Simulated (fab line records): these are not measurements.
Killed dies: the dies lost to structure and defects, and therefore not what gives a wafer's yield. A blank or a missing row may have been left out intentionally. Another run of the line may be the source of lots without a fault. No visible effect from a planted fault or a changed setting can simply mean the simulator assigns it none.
Comparing a struck lot with a sound one | flow sfq-line | 28 out of 325 route steps
Sound: wafers L393.1, L393.3, L393.6. Struck: wafer L403.6 (L403.2, L403.4, from the same lot, were not struck and are left out); the cause is given at the end.
Order at every step that has rows: each side's tool, ch and its chambers, its first start. Under that, the readings that differ: sound wafers | struck wafers | difference of the means | sigmas: that difference in standard deviations of wafers without a fault.
alike: a reading whose means differ by less than 2 such deviations, as well as words and numbers matching on both sides. not compared: withheld readings; readings where some wafer has no value; bounds like >300 that might hide an equal value; numbers whose values overlap and for which the record gives no deviation.
A row with sigmas, a row that says differs or no value, or rows on one side alone: a step with any of these is where the two part. When numbers do not overlap yet have no deviation, they are printed without sigmas and do not part them. A reading missing from all wafers of one side parts the sides only when that side holds two or more wafers.

first, 6 steps without rows for these wafers: SFQ_TRILAYER_M0_LITHO_COAT_026 (resist thk 62 nm); SFQ_TRILAYER_M0_LITHO_COAT_021 (resist thk 600 nm); SFQ_TRILAYER_M0_LITHO_SOFTBAKE_025; SFQ_TRILAYER_M0_LITHO_EXPOSE_022 (exposes mask M0, target cd 500 nm); SFQ_TRILAYER_M0_LITHO_PEB_024 (peb time 60 s); SFQ_TRILAYER_M0_LITHO_DEVELOP_023 (time 60 s).
SFQ_M0_OVL_MEAS_906:
  sound: overlay-02 at day 13 16:51; struck: overlay-02 at day 17 19:07
  alike: M0_OVL
SFQ_TRILAYER_M0_BARC_OPEN_METAL_ETCH_031: etches BARC in O2, target depth 125 nm, time 41.7 s.
  sound on rie-metal-01 ch 0,1, day 13 16:53; struck on rie-metal-03 ch 0, day 17 19:09
  reading               | sound             | struck | difference | sigmas
  oes-product-au (a.u.) | 0.683 0.697 0.692 | 0.679  | -0.012     | -3
  alike: bias-w, chamber-pressure-mTorr, drypump-motor-current-A, he-backside-leak-sccm
  not compared: rf-hours-counter-h
then, 1 step without rows for these wafers: SFQ_TRILAYER_M0_ETCH_METAL_ETCH_024 (etches Nb in Cl2/Ar, stops on SiO2, target depth 240 nm, time 120 s).
SFQ_TRILAYER_M0_STRIP_STRIP_025: strips in O2.
  sound on rie-metal-01 ch 0,1, day 13 17:04; struck on rie-metal-03 ch 0, day 17 19:20
  reading               | sound             | struck | difference | sigmas
  oes-product-au (a.u.) | 0.983 0.977 0.992 | 1.018  | +0.034     | +3
  alike: chamber-pressure-mTorr, drypump-motor-current-A, he-backside-leak-sccm, platen-temp-c
  not compared: rf-hours-counter-h
then, 1 step without rows for these wafers: SFQ_TRILAYER_M0_STRIP_SOLV_CLEAN_026 (cleans in NMP, time 600 s).
SFQ_TRILAYER_I0_DEP_PECVD_027: deposits SiO2 from SiH4/N2O, time 111.11 s, target thk 500 nm.
  sound on pecvd-02 ch 0,1, day 13 17:52; struck on pecvd-02 ch 1, day 17 20:17
  alike: heater-power-w, susceptor-temp-C, throttle-valve-pct
  not compared: since-wet-clean-h
SFQ_TRILAYER_I0_CMP_CMP_028: polishes SiO2.
  sound on cmp-02 ch 1,3, day 14 00:52; struck on cmp-02 ch 2, day 17 21:52
  reading                                             | sound             | struck | difference | sigmas
  model.SiO2_of_TRILAYER_I0_DEP_PECVD_027.thk-nm (nm) | 199.5 198.9 198.6 | 182.8  | -16.2      |
  alike: motor-current-A, time-to-endpoint-s
SFQ_I0_BOW_MEAS_907:
  sound: film-metro-04 at day 14 03:22; struck: film-metro-04 at day 17 23:23
  alike: I0_BOW
SFQ_TRILAYER_I0_METRO_MEASURE_029:
  sound: film-metro-04 at day 14 03:29; struck: film-metro-04 at day 17 23:41
  reading     | sound             | struck | difference | sigmas
  thk-nm (nm) | 199.6 198.8 198.6 | 182.8  | -16.2      | -16
then, 6 steps without rows for these wafers: SFQ_TRILAYER_I0_VIA_LITHO_COAT_036 (resist thk 62 nm); SFQ_TRILAYER_I0_VIA_LITHO_COAT_031 (resist thk 650 nm); SFQ_TRILAYER_I0_VIA_LITHO_SOFTBAKE_035; SFQ_TRILAYER_I0_VIA_LITHO_EXPOSE_032 (exposes mask I0, target cd 500 nm); SFQ_TRILAYER_I0_VIA_LITHO_PEB_034 (peb time 60 s); SFQ_TRILAYER_I0_VIA_LITHO_DEVELOP_033 (time 60 s).
SFQ_I0_OVL_MEAS_908:
  sound: overlay-01 at day 14 23:03; struck: overlay-01 at day 18 02:56
  alike: I0_OVL
SFQ_TRILAYER_I0_VIA_BARC_OPEN_VIA_ETCH_046: etches BARC in O2, target depth 125 nm, time 41.7 s.
  sound on rie-diel-02 ch 0,2, day 14 23:05; struck on rie-diel-02 ch 0, day 18 02:58
  reading               | sound             | struck | difference | sigmas
  oes-product-au (a.u.) | 0.680 0.686 0.681 | 0.692  | +0.010     | +2
  alike: bias-w, chamber-pressure-mTorr, drypump-motor-current-A
  not compared: rf-hours-counter-h
SFQ_TRILAYER_I0_VIA_ETCH_VIA_ETCH_034: etches SiO2 in CHF3, stops on Nb, target depth 260 nm.
  sound on rie-diel-02 ch 0,2, day 14 23:07; struck on rie-diel-02 ch 0, day 18 03:01
  reading                        | sound             | struck | difference | sigmas
  oes-product-au (a.u.)          | 0.860 0.855 0.841 | 0.805  | -0.047     | -9
  model.etch.depth-nm (nm)       | 199.5 198.9 198.6 | 182.8  | -16.2      |
  model.I0.feature-depth-nm (nm) | 199.5 198.9 198.6 | 182.8  | -16.2      |
  alike: bias-w, chamber-pressure-mTorr, drypump-motor-current-A
SFQ_TRILAYER_I0_VIA_STRIP_STRIP_035: strips in O2.
  sound on rie-metal-01 ch 0,1, day 14 23:14; struck on rie-metal-04 ch 0, day 18 03:07
  reading               | sound             | struck | difference | sigmas
  oes-product-au (a.u.) | 1.002 1.003 0.990 | 1.028  | +0.030     | +2
  alike: chamber-pressure-mTorr, drypump-motor-current-A, he-backside-leak-sccm, platen-temp-c
  not compared: rf-hours-counter-h
then, 1 step without rows for these wafers: SFQ_TRILAYER_I0_VIA_STRIP_SOLV_CLEAN_036 (cleans in NMP, time 600 s).
SFQ_TRILAYER_M1_DEP_PRE_CLEAN_038: time 22.5 s.
  sound: pvd-sputter-03 at day 15 00:02; struck: pvd-sputter-03 at day 18 03:53
  reading                                             | sound           | struck | difference | sigmas
  model.SiO2_of_TRILAYER_I0_DEP_PECVD_027.thk-nm (nm) | 192 191.4 191.1 | 175.3  | -16.2      |
then, 1 step without rows for these wafers: SFQ_TRILAYER_M1_DEP_SPUTTER_037 (material Nb, target thk 200 nm, time 133.3 s).

== WHERE THEY PART ==
Earliest at SFQ_TRILAYER_M0_BARC_OPEN_METAL_ETCH_031; latest, in this record, at SFQ_TRILAYER_I0_VIA_STRIP_STRIP_035.

WHY: whatever the simulator had introduced
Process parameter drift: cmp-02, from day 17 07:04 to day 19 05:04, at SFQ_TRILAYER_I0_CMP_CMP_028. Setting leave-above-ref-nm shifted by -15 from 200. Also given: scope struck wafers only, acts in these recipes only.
